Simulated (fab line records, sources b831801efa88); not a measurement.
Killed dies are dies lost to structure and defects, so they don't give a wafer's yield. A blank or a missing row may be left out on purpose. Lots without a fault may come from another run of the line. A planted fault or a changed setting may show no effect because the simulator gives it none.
Chamber matching | flow sky130 | SKY_CONTACT_ETCH_16 on rie_diel-01: 4 sister chambers
The step etches BARC in N2/H2, stops on SiO2, time 45.9 s, target depth 60 nm. 8 wafers are shown with their chamber, then 9 later ones without.

WAFERS WITH THEIR CHAMBER
wafer  | chamber | drypump_motor_current_A (A) | throttle_valve_pct (%)
L082.5 | 2       | 5.50                        | 13.227
L083.3 | 1       | 5.65                        | 13.227
L088.3 | 0       | 5.61                        | 13.219
L088.5 | 1       | 5.64                        | 13.209
L088.6 | 2       | 5.54                        | 13.208
L089.4 | 3       | 5.57                        | 13.230
L089.5 | 0       | 5.60                        | 13.227
L089.6 | 3       | 5.55                        | 13.239

WAFERS WITHOUT THEIR CHAMBER
wafer  | drypump_motor_current_A (A) | throttle_valve_pct (%)
L090.2 | 5.52                        | 13.225
L090.3 | 5.66                        | 13.225
L090.5 | 5.56                        | 13.230
L091.4 | 5.61                        | 13.215
L091.5 | 5.57                        | 13.221
L091.6 | 5.65                        | 13.238
L095.1 | 5.65                        | 13.230
L095.2 | 5.56                        | 13.217
L095.5 | 5.56                        | 13.223

WHICH CHAMBER EACH WENT THROUGH
wafer  | from the rows above          | in truth
L090.2 | can't be placed: 2 or 3      | 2
L090.3 | 1                            | 1
L090.5 | 3                            | 3
L091.4 | can't be placed: 0 or 1      | 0
L091.5 | can't be placed: 3 or 0 or 2 | 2
L091.6 | can't be placed: 1 or 0      | 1
L095.1 | can't be placed: 1 or 0      | 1
L095.2 | can't be placed: 3 or 2 or 0 | 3
L095.5 | can't be placed: 3 or 2 or 0 | 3
Placed correctly: 2 of 9. Can't be placed from these rows: 7 (the true chamber is among the candidates in 7). Placed wrongly: 0.
How it was worked out, from the rows above alone: a wafer's distance from a chamber is the root of the sum, over the readings, of the square of ((its reading less the chamber's mean) divided by the reading's scatter). The wafer belongs to the nearest chamber; if the next one is less than 2 further off, it can't be placed. A chamber's mean is the mean of its shown wafers. The scatter: the root of (the sum of the squares of (reading less its chamber's mean) over the shown wafers, divided by (wafers less chambers)).
